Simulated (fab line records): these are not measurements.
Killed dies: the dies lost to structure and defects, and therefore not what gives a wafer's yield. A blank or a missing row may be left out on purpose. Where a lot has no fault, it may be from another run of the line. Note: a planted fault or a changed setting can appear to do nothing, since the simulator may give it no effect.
Matching of chambers | flow sky130 | SKY_CONTACT_CMP_04 on cmp-02: 4 sister chambers
The step polishes SiO2. 7 wafers are shown with their chamber, then 7 later ones without.

WAFERS WITH THEIR CHAMBER
wafer  | chamber | motorCurrentA (A) | slurryFlowMlMin
L690.2 | 3       | 11.8              | 150.1
L695.4 | 0       | 9.6               | 149.5
L697.1 | 2       | 11.5              | 149.9
L697.2 | 1       | 13.2              | 150.5
L697.4 | 0       | 9.2               | 150.0
L711.1 | 2       | 11.2              | 150.1
L711.4 | 1       | 12.4              | 149.1

WAFERS WITH NO CHAMBER GIVEN
wafer  | motorCurrentA (A) | slurryFlowMlMin
L711.5 | 12.3              | 150.5
L712.3 | 8.8               | 150.4
L712.5 | 9.8               | 150.8
L712.6 | 13.1              | 149.5
L713.1 | 13.3              | 150.3
L713.3 | 12.0              | 150.0
L713.5 | 11.9              | 150.4

WHICH CHAMBER EACH WENT THROUGH
wafer  | from the rows above          | in truth
L711.5 | can't be placed: 3 or 1 or 2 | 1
L712.3 | 0                            | 0
L712.5 | 0                            | 0
L712.6 | 1                            | 1
L713.1 | 1                            | 1
L713.3 | can't be placed: 3 or 2 or 1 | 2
L713.5 | can't be placed: 3 or 2 or 1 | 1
4 of 7 placed correctly. Can't be placed from these rows: 3 (the true chamber is among the candidates in 3). Wrongly placed: 0.
How it was worked out, from the rows above alone: a wafer's distance from a chamber is the root of the sum, over the readings, of the square of ((its reading less the chamber's mean) divided by the reading's scatter). The wafer belongs to the nearest chamber; if the next one is less than 2 further off, it can't be placed. A chamber's mean is the mean of its shown wafers. How the scatter is found: for the shown wafers, subtract from each reading the mean of its chamber, square and add these, divide the total by (wafers less chambers), then take the root.
